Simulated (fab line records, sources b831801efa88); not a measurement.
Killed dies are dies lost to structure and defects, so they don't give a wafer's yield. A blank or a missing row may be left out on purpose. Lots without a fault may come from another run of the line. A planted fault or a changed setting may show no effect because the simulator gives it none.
fab line records | flow sky130 | part 1 of 2: steps 1 to 29 of 39
record lots=5 wafers=15 last_day=49
route steps=708 shown FIELD_ISO@22 NWELL@32 DNWELL@35 PWDE@45
lots that met no fault: from a run of the same line without faults
start_h: hours from the record's first day to the start of the lot's first wafer shown | wait_h: hours since the lot's step before | " the same as in the row above | L1.1+2: a row that stands for several wafers | - no value, or no start given | * or withheld: withheld | < > ~ a bound
route shown NAME@n: a module of which the file shows steps, and the number in the route of the first | usual: mean/standard deviation of fault-free wafers | same: alike in all rows | chamber/n: place in a boat | sites: the reading at each site | _std_site: their standard deviation | _edge_site: outer sites' mean less inner sites' | radius_mm: how far each site lies from the wafer's centre | mask NAME#n: copy n | behind: the tool/chamber that last shaped the wafer | hold: why the lot was held/for how many hours/how that ended | device: the transistor (n, p or np) that didn't switch | end of line: the same wafers' tests at the end of the route | a step without rows: its recipe alone | killed: dies lost to structure and defects at the first sort, not the wafer's yield | map: a wafer's dies, x killed, . not, _ none there
set.NAME: the setting as run; set.NAME@STEP: as run at that earlier step | model.NAME: the simulator's own value behind a step, which no gauge read
lots at some steps of the route; a table a step, a row a wafer
services: from which hour (start_h, from the record's first day; less than 0 if before it) a tool's chamber was out of use, for how many hours, and why
## steps
# step SKY_FIELD_ISO_WET_ETCH_21
# recipe chemistry=dHF dilution=100:1 target_depth_nm=20 dry=ipa_marangoni target=SiO2 temp_c=25 time_s=400
# columns lot.wafer tool chamber start_h wait_h
L077.1+4+6 wet_bench-02 0 45.17 0.0
L079.1+3+5 wet_bench-01 3 55.31 0.0
L086.3+4+6 wet_bench-01 1 92.76 0.0
L091.1+2+5 wet_bench-02 2 117.88 0.0
L094.2+4+6 wet_bench-01 3 133.02 0.0
# step SKY_FIELD_ISO_OXIDATION_22
# recipe temp_c=950 ambient=O2 stabilise_s=600 purge_s=300 target_thk_a=100 ox_time_s=623
# same ox_time_s=623
# columns lot.wafer tool chamber start_h wait_h
L077.1+4+6 furnace-01 0 47.30 2.0
L079.1+3+5 furnace-02 0 57.53 2.1
L086.3+4+6 furnace-01 0 92.88 0.0
L091.1+2+5 furnace-01 0 118.01 0.0
L094.2+4+6 furnace-01 0 134.30 1.2
# step SKY_FIELD_ISO_THK_MEAS_23
# recipe reads=SiO2_of_FIELD_ISO_OXIDATION_22
# usual FIELD_ISO_OXIDATION_01_THK=9.97/0.19
# columns lot.wafer tool chamber start_h wait_h FIELD_ISO_OXIDATION_01_THK[nm]
L077.1 film_metro-01 - 48.47 0.0 9.62
L077.4 " - " " 9.69
L077.6 " - " " 9.75
L079.1 film_metro-04 - 58.71 0.0 10.18
L079.3 " - " " 10.22
L079.5 " - " " 9.85
L086.3 film_metro-01 - 94.08 0.0 9.96
L086.4 " - " " 9.88
L086.6 " - " " 9.92
L091.1 film_metro-02 - 119.19 0.0 10.12
L091.2 " - " " 10.06
L091.5 " - " " 10.07
L094.2 film_metro-04 - 135.49 0.0 10.07
L094.4 " - " " 10.29
L094.6 " - " " 10.06
# step SKY_FIELD_ISO_CVD_24
# recipe material=SiO2 target_thk_nm=595 temp_c=650 sigma_open_frac=0.3 time_s=99.2 sih4_flow_sccm=60 pressure_mtorr=6
# usual sih4_flow_sccm=60.00/0.18
# columns lot.wafer tool chamber start_h wait_h sih4_flow_sccm
L077.1 hdpcvd-01 2 48.53 0.1 59.91
L077.4 " 0 " " 60.16
L077.6 " 2 " " 59.92
L079.1 hdpcvd-01 0 58.77 0.1 59.97
L079.3 " 2 " " 60.19
L079.5 " 1 " " 59.53
L086.3 hdpcvd-02 0 94.12 0.0 59.97
L086.4 " 1 " " 60.06
L086.6 " 2 " " 59.84
L091.1 hdpcvd-02 0 119.25 0.1 59.64
L091.2 " 2 " " 60.06
L091.5 " 2 " " 60.15
L094.2 hdpcvd-01 1 135.54 0.0 59.98
L094.4 " 0 " " 59.92
L094.6 " 1 " " 59.95
# step SKY_FIELD_ISO_THK_MEAS_25
# recipe reads=SiO2_of_FIELD_ISO_CVD_24
# usual FIELD_ISO_CVD_24_THK=592/5.5
# columns lot.wafer tool chamber start_h wait_h FIELD_ISO_CVD_24_THK[nm]
L077.1 film_metro-02 - 48.60 0.0 590
L077.4 " - " " 605
L077.6 " - " " 597
L079.1 film_metro-02 - 58.84 0.0 598
L079.3 " - " " 590
L079.5 " - " " 590
L086.3 film_metro-04 - 94.21 0.1 600
L086.4 " - " " 595
L086.6 " - " " 593
L091.1 film_metro-01 - 119.32 0.0 594
L091.2 " - " " 586
L091.5 " - " " 578
L094.2 film_metro-01 - 135.62 0.0 593
L094.4 " - " " 588
L094.6 " - " " 586
# step SKY_FIELD_ISO_ANNEAL_26
# recipe temp_c=1000 time_s=1800 ambient=N2
# columns lot.wafer tool chamber start_h wait_h
L077.1+4+6 furnace-02 0 50.51 1.9
L079.1+3+5 furnace-02 0 58.90 0.1
L086.3+4+6 furnace-02 0 95.21 1.0
L091.1+2+5 furnace-01 0 119.38 0.1
L094.2+4+6 furnace-02 0 136.63 1.0
# step SKY_FIELD_ISO_CMP_27
# recipe stop_on=Si3N4 t_overpolish_s=16 down_force_psi=4 platen_rpm=60 target_thk_nm=457.8 pad_velocity_m_s=0.94248
# usual motor_current_A=13.0/1.3 overpolish_run_s=16.001/0.0094 time_to_endpoint_s=113/3.8
# columns lot.wafer tool chamber start_h wait_h motor_current_A overpolish_run_s time_to_endpoint_s
L077.4 cmp-02 0 52.01 0.0 12.4 15.992 117
L077.1 " 3 " " 14.1 15.993 108
L077.6 " 1 " " 12.2 15.994 112
L079.1 cmp-02 2 60.50 0.1 13.5 16.014 118
L079.3 " 3 " " 14.3 15.995 117
L079.5 " 0 " " 11.8 16.012 111
L086.3 cmp-02 3 96.76 0.1 13.1 16.012 114
L086.4 " 0 " " 12.3 16.001 112
L086.6 " 3 " " 13.4 15.990 111
L091.1 cmp-02 0 120.93 0.1 12.5 16.002 119
L091.2 " 2 " " 13.8 16.006 116
L091.5 " 0 " " 13.1 16.005 114
L094.2 cmp-02 1 138.26 0.1 11.6 16.016 112
L094.4 " 2 " " 13.3 15.991 111
L094.6 " 1 " " 11.3 16.014 108
# step SKY_FIELD_ISO_WET_ETCH_28
# recipe chemistry=dHF target_depth_nm=23.7 target=SiO2 dilution=10:1 temp_c=25 time_s=47
# columns lot.wafer tool chamber start_h wait_h
L077.1+4+6 wet_bench-01 0 52.31 0.1
L079.1+3+5 wet_bench-01 1 60.70 0.1
L086.3+4+6 wet_bench-02 3 97.01 0.2
L091.1+2+5 wet_bench-01 2 121.18 0.2
L094.2+4+6 wet_bench-02 2 138.53 0.2
# step SKY_FIELD_ISO_WET_ETCH_29
# recipe chemistry=H3PO4 target_depth_nm=160 target=Si3N4 temp_c=160 time_s=1825
# columns lot.wafer tool chamber start_h wait_h
L077.1+4+6 wet_bench-03 0 52.33 0.0
L079.1+3+5 wet_bench-03 0 60.72 0.0
L086.3+4+6 wet_bench-03 1 97.03 0.0
L091.1+2+5 wet_bench-03 1 121.20 0.0
L094.2+4+6 wet_bench-02 1 138.62 0.1
# step SKY_FIELD_ISO_WET_ETCH_30
# recipe chemistry=dHF target_depth_nm=25 target=SiO2 dilution=10:1 temp_c=25 time_s=50
# columns lot.wafer tool chamber start_h wait_h
L077.1+4+6 wet_bench-01 2 52.85 0.0
L079.1+3+5 wet_bench-01 1 61.24 0.0
L086.3+4+6 wet_bench-01 2 97.55 0.0
L091.1+2+5 wet_bench-02 0 121.72 0.0
L094.2+4+6 wet_bench-01 3 139.18 0.0
# step SKY_NWELL_CLEAN_00
# recipe chemistry=SC1/SC2 mix=1:4:20 temp_c=70 time_s=150 dry=n2_spin
# columns lot.wafer tool chamber start_h wait_h
L077.1+4+6 wet_bench-03 0 52.87 0.0
L079.1+3+5 wet_bench-02 3 61.26 0.0
L086.3+4+6 wet_bench-02 3 97.57 0.0
L091.1+2+5 wet_bench-01 2 121.74 0.0
L094.2+4+6 wet_bench-02 0 139.20 0.0
# step SKY_NWELL_OXIDATION_01
# recipe temp_c=900 ambient=O2 stabilise_s=600 purge_s=300 target_thk_a=100 ox_time_s=1418
# same ox_time_s=1418
# columns lot.wafer tool chamber start_h wait_h
L077.1+4+6 furnace-02 0 53.36 0.4
L079.1+3+5 furnace-01 0 62.80 1.5
L086.3+4+6 furnace-02 0 98.22 0.6
L091.1+2+5 furnace-01 0 122.39 0.6
L094.2+4+6 furnace-01 0 139.29 0.0
# step SKY_NWELL_THK_MEAS_02
# recipe reads=SiO2_of_NWELL_OXIDATION_01
# usual NWELL_OXIDATION_THK=10.01/0.19
# columns lot.wafer tool chamber start_h wait_h NWELL_OXIDATION_THK[nm]
L077.1 film_metro-01 - 54.75 0.0 10.13
L077.4 " - " " 10.07
L077.6 " - " " 10.10
L079.1 film_metro-01 - 64.20 0.0 9.73
L079.3 " - " " 9.83
L079.5 " - " " 9.77
L086.3 film_metro-03 - 99.64 0.0 9.88
L086.4 " - " " 9.78
L086.6 " - " " 9.93
L091.1 film_metro-03 - 123.78 0.0 10.29
L091.2 " - " " 10.25
L091.5 " - " " 10.10
L094.2 film_metro-02 - 140.70 0.0 10.18
L094.4 " - " " 10.19
L094.6 " - " " 10.22
# step SKY_DNWELL_DEHYDRATE_00
# recipe temp_c=200 time_s=60
# usual resist_line_temp_C=22.99/0.1
# columns lot.wafer tool chamber start_h wait_h resist_line_temp_C
L077.1 litho_track-01 0 61.67 6.9 23.03
L077.4 " 0 " " 22.97
L077.6 " 0 " " 22.96
L079.1 litho_track-02 0 71.29 7.1 23.09
L079.3 " 0 " " 22.99
L079.5 " 0 " " 23.01
L086.3 litho_track-02 0 107.79 8.1 23.08
L086.4 " 0 " " 23.04
L086.6 " 0 " " 22.91
L091.1 litho_track-02 0 133.04 9.2 23.03
L091.2 " 0 " " 22.92
L091.5 " 0 " " 22.95
L094.2 litho_track-03 0 150.20 9.5 23.09
L094.4 " 0 " " 23.02
L094.6 " 0 " " 22.83
# step SKY_DNWELL_HMDS_01
# recipe prime_time_s=60 prime_temp_c=120
# usual resist_line_temp_C=23.00/0.098
# columns lot.wafer tool chamber start_h wait_h resist_line_temp_C
L077.1 litho_track-01 0 61.82 0.1 22.86
L077.4 " 0 " " 22.98
L077.6 " 0 " " 22.95
L079.1 litho_track-02 0 71.44 0.1 23.01
L079.3 " 0 " " 23.03
L079.5 " 0 " " 23.03
L086.3 litho_track-02 0 107.94 0.1 22.75
L086.4 " 0 " " 23.02
L086.6 " 0 " " 22.93
L091.1 litho_track-02 0 133.19 0.1 23.12
L091.2 " 0 " " 23.09
L091.5 " 0 " " 23.17
L094.2 litho_track-03 0 150.35 0.1 23.12
L094.4 " 0 " " 22.98
L094.6 " 0 " " 23.01
# step SKY_DNWELL_COAT_02
# recipe spin_rpm=2000 resist_thk_nm=3000
# usual resist_line_temp_C=23.00/0.1
# columns lot.wafer tool chamber start_h wait_h resist_line_temp_C
L077.1 litho_track-01 0 61.97 0.1 22.98
L077.4 " 0 " " 22.98
L077.6 " 0 " " 22.84
L079.1 litho_track-02 0 71.59 0.1 22.90
L079.3 " 0 " " 22.89
L079.5 " 0 " " 22.95
L086.3 litho_track-02 0 108.09 0.1 23.07
L086.4 " 0 " " 23.07
L086.6 " 0 " " 23.04
L091.1 litho_track-02 0 133.34 0.1 22.85
L091.2 " 0 " " 22.77
L091.5 " 0 " " 22.74
L094.2 litho_track-03 0 150.50 0.1 23.09
L094.4 " 0 " " 23.10
L094.6 " 0 " " 23.12
# step SKY_DNWELL_SOFTBAKE_03
# recipe temp_c=110 time_s=withheld
# usual resist_line_temp_C=22.99/0.1
# columns lot.wafer tool chamber start_h wait_h resist_line_temp_C
L077.1 litho_track-01 0 62.12 0.1 23.20
L077.4 " 0 " " 23.10
L077.6 " 0 " " 23.03
L079.1 litho_track-02 0 71.74 0.1 22.96
L079.3 " 0 " " 23.04
L079.5 " 0 " " 23.08
L086.3 litho_track-02 0 108.25 0.1 23.02
L086.4 " 0 " " 23.07
L086.6 " 0 " " 22.99
L091.1 litho_track-02 0 133.49 0.1 23.02
L091.2 " 0 " " 23.09
L091.5 " 0 " " 23.01
L094.2 litho_track-03 0 150.66 0.1 22.96
L094.4 " 0 " " 22.91
L094.6 " 0 " " 22.88
# step SKY_DNWELL_EXPOSE_04
# recipe mask_id=DNM na=0.57 target_cd_nm=3000 dose_mj=222
# usual reticle_temp_C=23.01/0.098
# columns lot.wafer tool chamber start_h wait_h mask reticle_temp_C
L077.1 iline_stepper-01 0 - - DNM#0 23.08
L077.4 " 0 " " DNM#0 23.06
L077.6 " 0 " " DNM#0 22.94
L079.1 iline_stepper-01 0 - - DNM#0 22.83
L079.3 " 0 " " DNM#0 22.70
L079.5 " 0 " " DNM#0 23.10
L086.3 iline_stepper-01 0 - - DNM#0 23.11
L086.4 " 0 " " DNM#0 23.10
L086.6 " 0 " " DNM#0 22.87
L091.1 iline_stepper-01 0 - - DNM#0 22.93
L091.2 " 0 " " DNM#0 22.99
L091.5 " 0 " " DNM#0 23.06
L094.2 iline_stepper-02 0 - - DNM#0 23.07
L094.4 " 0 " " DNM#0 23.05
L094.6 " 0 " " DNM#0 23.06
# step SKY_DNWELL_PEB_05
# recipe temp_c=115 time_s=withheld
# usual resist_line_temp_C=23.00/0.1
# columns lot.wafer tool chamber start_h wait_h resist_line_temp_C
L077.1 litho_track-01 0 - - 23.04
L077.4 " 0 " " 23.06
L077.6 " 0 " " 22.94
L079.1 litho_track-03 0 - - 23.00
L079.3 " 0 " " 22.94
L079.5 " 0 " " 22.91
L086.3 litho_track-01 0 - - 23.08
L086.4 " 0 " " 23.14
L086.6 " 0 " " 23.00
L091.1 litho_track-01 0 - - 22.94
L091.2 " 0 " " 22.98
L091.5 " 0 " " 22.87
L094.2 litho_track-02 0 - - 23.21
L094.4 " 0 " " 23.13
L094.6 " 0 " " 23.09
# step SKY_DNWELL_DEVELOP_06
# recipe wall_angle_deg=90 developer=TMAH develop_time_s=60 dev_temp_c=23
# usual resist_line_temp_C=22.98/0.12
# columns lot.wafer tool chamber start_h wait_h resist_line_temp_C
L077.1 litho_track-01 0 - - 22.85
L077.4 " 0 " " 22.94
L077.6 " 0 " " 23.12
L079.1 litho_track-03 0 - - 22.92
L079.3 " 0 " " 23.11
L079.5 " 0 " " 22.98
L086.3 litho_track-01 0 - - 22.81
L086.4 " 0 " " 22.71
L086.6 " 0 " " 23.04
L091.1 litho_track-01 0 - - 23.04
L091.2 " 0 " " 23.15
L091.5 " 0 " " 22.89
L094.2 litho_track-02 0 - - 23.06
L094.4 " 0 " " 23.03
L094.6 " 0 " " 23.06
# step SKY_DNWELL_IMPLANT_07
# recipe species=P energy_kev=withheld dose_cm2=withheld tilt_deg=withheld
# columns lot.wafer tool chamber start_h wait_h
L077.1+4+6 implanter-03 0 70.27 -
L079.1+3+5 implanter-01 0 79.67 -
L086.3+4+6 implanter-01 0 117.22 -
L091.1+2+5 implanter-03 0 143.02 -
L094.2+4+6 implanter-03 0 160.31 -
# step SKY_DNWELL_STRIP_08
# recipe chemistry=O2/N2 power_w=1400 pressure_mtorr=1500 platen_temp_c=withheld o2_flow_sccm=3000 n2_flow_sccm=300 overash_fraction=0.5
# usual drypump_motor_current_A=5.7/0.4 oes_product_au=0.723/0.0046 strip_time_to_endpoint_s=36.93/0.096
# columns lot.wafer tool chamber start_h wait_h drypump_motor_current_A oes_product_au rf_hours_counter_h strip_time_to_endpoint_s
L077.1 plasma_asher-04 0 70.42 0.1 5.4 0.731 40 36.89
L077.4 " 1 " " 5.7 0.726 - 36.95
L077.6 " 0 " " 5.5 0.716 - 36.82
L079.1 plasma_asher-04 1 79.82 0.1 5.8 0.721 41 36.97
L079.3 " 1 " " 5.8 0.719 - 36.85
L079.5 " 0 " " 5.4 0.731 - 36.81
L086.3 plasma_asher-02 0 117.35 0.1 6.4 0.729 - 36.84
L086.4 " 1 " " 5.7 0.721 - 36.82
L086.6 " 1 " " 5.8 0.723 - 36.88
L091.1 plasma_asher-02 1 143.17 0.1 5.8 0.725 33 37.08
L091.2 " 0 " " 6.4 0.723 33 36.98
L091.5 " 0 " " 6.4 0.724 - 37.01
L094.2 plasma_asher-02 0 160.44 0.1 6.4 0.714 34 36.75
L094.4 " 0 " " 6.4 0.723 - 36.92
L094.6 " 0 " " 6.4 0.721 - 36.78
# step SKY_DNWELL_TW_MEAS_09
# usual DNWELL_TW=1115/7.3
# columns lot.wafer tool chamber start_h wait_h DNWELL_TW
L077.1 film_metro-01 - 70.52 0.1 1122
L077.4 " - " " 1129
L077.6 " - " " 1121
L079.1 film_metro-03 - 79.92 0.1 1108
L079.3 " - " " 1114
L079.5 " - " " 1111
L086.3 film_metro-03 - 117.44 0.1 1116
L086.4 " - " " 1117
L086.6 " - " " 1118
L091.1 film_metro-01 - 143.27 0.1 1113
L091.2 " - " " 1111
L091.5 " - " " 1111
L094.2 film_metro-02 - 160.55 0.1 1107
L094.4 " - " " 1117
L094.6 " - " " 1114
# step SKY_PWDE_DEHYDRATE_00
# recipe temp_c=200 time_s=60
# usual resist_line_temp_C=23.02/0.098
# columns lot.wafer tool chamber start_h wait_h resist_line_temp_C
L077.1 litho_track-01 0 77.92 7.4 23.08
L077.4 " 0 " " 23.09
L077.6 " 0 " " 23.01
L079.1 litho_track-02 0 88.09 8.2 22.96
L079.3 " 0 " " 23.28
L079.5 " 0 " " 23.18
L086.3 litho_track-04 0 126.18 8.7 23.11
L086.4 " 0 " " 23.08
L086.6 " 0 " " 23.06
L091.1 litho_track-04 0 152.98 9.7 22.98
L091.2 " 0 " " 22.91
L091.5 " 0 " " 23.16
L094.2 litho_track-04 0 170.40 9.8 23.08
L094.4 " 0 " " 23.02
L094.6 " 0 " " 22.99
# step SKY_PWDE_HMDS_01
# recipe prime_time_s=60 prime_temp_c=120
# usual resist_line_temp_C=22.97/0.11
# columns lot.wafer tool chamber start_h wait_h resist_line_temp_C
L077.1 litho_track-01 0 78.07 0.1 22.99
L077.4 " 0 " " 22.86
L077.6 " 0 " " 22.94
L079.1 litho_track-02 0 88.24 0.1 22.91
L079.3 " 0 " " 23.00
L079.5 " 0 " " 22.91
L086.3 litho_track-04 0 126.33 0.1 22.84
L086.4 " 0 " " 22.98
L086.6 " 0 " " 22.95
L091.1 litho_track-04 0 153.13 0.1 22.94
L091.2 " 0 " " 22.80
L091.5 " 0 " " 22.90
L094.2 litho_track-04 0 170.55 0.1 23.13
L094.4 " 0 " " 22.96
L094.6 " 0 " " 23.09
# step SKY_PWDE_COAT_02
# recipe spin_rpm=2000 resist_thk_nm=3000
# usual resist_line_temp_C=22.98/0.12
# columns lot.wafer tool chamber start_h wait_h resist_line_temp_C
L077.1 litho_track-01 0 78.22 0.1 23.23
L077.4 " 0 " " 23.06
L077.6 " 0 " " 23.09
L079.1 litho_track-02 0 88.39 0.1 22.95
L079.3 " 0 " " 22.91
L079.5 " 0 " " 22.81
L086.3 litho_track-04 0 126.48 0.1 22.83
L086.4 " 0 " " 22.99
L086.6 " 0 " " 22.73
L091.1 litho_track-04 0 153.28 0.1 22.94
L091.2 " 0 " " 22.78
L091.5 " 0 " " 22.96
L094.2 litho_track-04 0 170.70 0.1 22.89
L094.4 " 0 " " 22.87
L094.6 " 0 " " 22.81
# step SKY_PWDE_SOFTBAKE_03
# recipe temp_c=110 time_s=withheld
# usual resist_line_temp_C=23.00/0.11
# columns lot.wafer tool chamber start_h wait_h resist_line_temp_C
L077.1 litho_track-01 0 78.37 0.1 22.95
L077.4 " 0 " " 22.87
L077.6 " 0 " " 22.85
L079.1 litho_track-02 0 88.54 0.1 23.22
L079.3 " 0 " " 23.15
L079.5 " 0 " " 23.17
L086.3 litho_track-04 0 126.64 0.1 23.07
L086.4 " 0 " " 23.17
L086.6 " 0 " " 23.18
L091.1 litho_track-04 0 153.43 0.1 23.00
L091.2 " 0 " " 22.94
L091.5 " 0 " " 23.06
L094.2 litho_track-04 0 170.86 0.1 23.12
L094.4 " 0 " " 23.05
L094.6 " 0 " " 23.15
# step SKY_PWDE_EXPOSE_04
# recipe mask_id=PWDEM na=0.6 source_shape=conventional sigma_outer=0.6 polarization=unpolarized target_cd_nm=840 dose_mj=214
# usual reticle_temp_C=23.00/0.11
# columns lot.wafer tool chamber start_h wait_h mask reticle_temp_C
L077.1 iline_stepper-02 0 - - PWDEM#0 23.07
L077.4 " 0 " " PWDEM#0 23.00
L077.6 " 0 " " PWDEM#0 23.00
L079.1 iline_stepper-01 0 - - PWDEM#0 22.80
L079.3 " 0 " " PWDEM#0 22.99
L079.5 " 0 " " PWDEM#0 22.84
L086.3 iline_stepper-01 0 - - PWDEM#0 22.93
L086.4 " 0 " " PWDEM#0 22.90
L086.6 " 0 " " PWDEM#0 22.94
L091.1 iline_stepper-01 0 - - PWDEM#0 23.12
L091.2 " 0 " " PWDEM#0 23.23
L091.5 " 0 " " PWDEM#0 23.24
L094.2 iline_stepper-01 0 - - PWDEM#0 22.80
L094.4 " 0 " " PWDEM#0 22.99
L094.6 " 0 " " PWDEM#0 23.13
# step SKY_PWDE_PEB_05
# recipe temp_c=115 time_s=withheld
# usual resist_line_temp_C=23.02/0.096
# columns lot.wafer tool chamber start_h wait_h resist_line_temp_C
L077.1 litho_track-01 0 - - 23.08
L077.4 " 0 " " 23.29
L077.6 " 0 " " 23.03
L079.1 litho_track-04 0 - - 23.02
L079.3 " 0 " " 23.01
L079.5 " 0 " " 23.08
L086.3 litho_track-04 0 - - 23.10
L086.4 " 0 " " 23.10
L086.6 " 0 " " 22.99
L091.1 litho_track-02 0 - - 23.26
L091.2 " 0 " " 23.13
L091.5 " 0 " " 23.20
L094.2 litho_track-04 0 - - 22.95
L094.4 " 0 " " 22.94
L094.6 " 0 " " 22.92
